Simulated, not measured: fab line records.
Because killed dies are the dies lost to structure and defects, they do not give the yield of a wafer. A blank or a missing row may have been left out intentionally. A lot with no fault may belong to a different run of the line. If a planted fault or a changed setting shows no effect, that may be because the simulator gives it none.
Which tool is to blame? | flow sky130 | 6 lots, 17 wafers sampled, at 3 steps of a route of 708

== WHAT THE GAUGES READ, wafer by wafer ==
SKY_CONTACT_RS_MEAS_25: the measuring method here is four-point-probe.
lot  | measured     | on            | CONTACT_W_RS (ohm/sq)
L638 | day 34 23:52 | film_metro-03 | 0.334 0.179
L640 | day 35 12:26 | film_metro-04 | 0.336 0.332 0.337
L644 | day 36 22:50 | film_metro-01 | 0.336 0.333 0.332
L649 | day 37 13:35 | film_metro-03 | 0.328 0.333 0.331
L651 | day 37 16:41 | film_metro-04 | 0.339 0.338 0.339
L654 | day 38 17:36 | film_metro-01 | 0.339 0.335 0.336

== WHICH TOOL RAN EACH LOT (tool, then ch and the chambers of the sampled wafers, then the start) ==
lot  | SKY_FIELD_ISO_STRIP_16              | SKY_CONTACT_CVD_24
L638 | plasma_asher-02 ch 0, day 3 18:13   | cvd_w-01 ch 0,1, day 34 23:45
L640 | plasma_asher-02 ch 0,1, day 4 03:25 | cvd_w-02 ch 0,1, day 35 12:18
L644 | plasma_asher-03 ch 0,1, day 4 23:28 | cvd_w-02 ch 0,1, day 36 22:44
L649 | plasma_asher-02 ch 0,1, day 5 23:58 | cvd_w-02 ch 0,1, day 37 13:29
L651 | plasma_asher-03 ch 1, day 6 07:40   | cvd_w-02 ch 0,1, day 37 16:35
L654 | plasma_asher-02 ch 0,1, day 7 00:52 | cvd_w-02 ch 0,1, day 38 17:29
- SKY_FIELD_ISO_STRIP_16: strips in O2/N2.
- SKY_CONTACT_CVD_24: deposits W, target thk 340 nm, time 102.12 s.

== THE ANSWER, worked out from the rows above alone ==
Rule: what is usual is taken from the lots themselves. The widest of any qualifying gaps counts: lots, ordered by their means at a reading, are off when they make up no more than a third of the lots, leave a main group of 4 or more, and stand apart from it by 3 or more times the standard deviation of that group's means. A main group whose means are all the same, to the digits that the tables above print for the reading, isn't used. Also off: a lot with no number at a reading for which 4 or more lots have one. Where the step has rows for the other lots, those lots are counted as sound.
Off: at SKY_CONTACT_RS_MEAS_25 (CONTACT_W_RS), L638. Mean 0.335 ohm/sq and standard deviation 0.0027 in the main group.
If a tool, at a process step before that reading, ran all the lots that are off and no sound lot after the first of them, it fits. The gauges at SKY_CONTACT_RS_MEAS_25 are tried like those tools. One fits: SKY_CONTACT_CVD_24 on cvd_w-01. It ran no sound lot before its first lot that is off in this sample, so the start can't be narrowed down.

== WHAT THE SIMULATOR HAD INSERTED ==
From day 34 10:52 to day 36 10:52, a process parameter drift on cvd_w-01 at SKY_CONTACT_CVD_24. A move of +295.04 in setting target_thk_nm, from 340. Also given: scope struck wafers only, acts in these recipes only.
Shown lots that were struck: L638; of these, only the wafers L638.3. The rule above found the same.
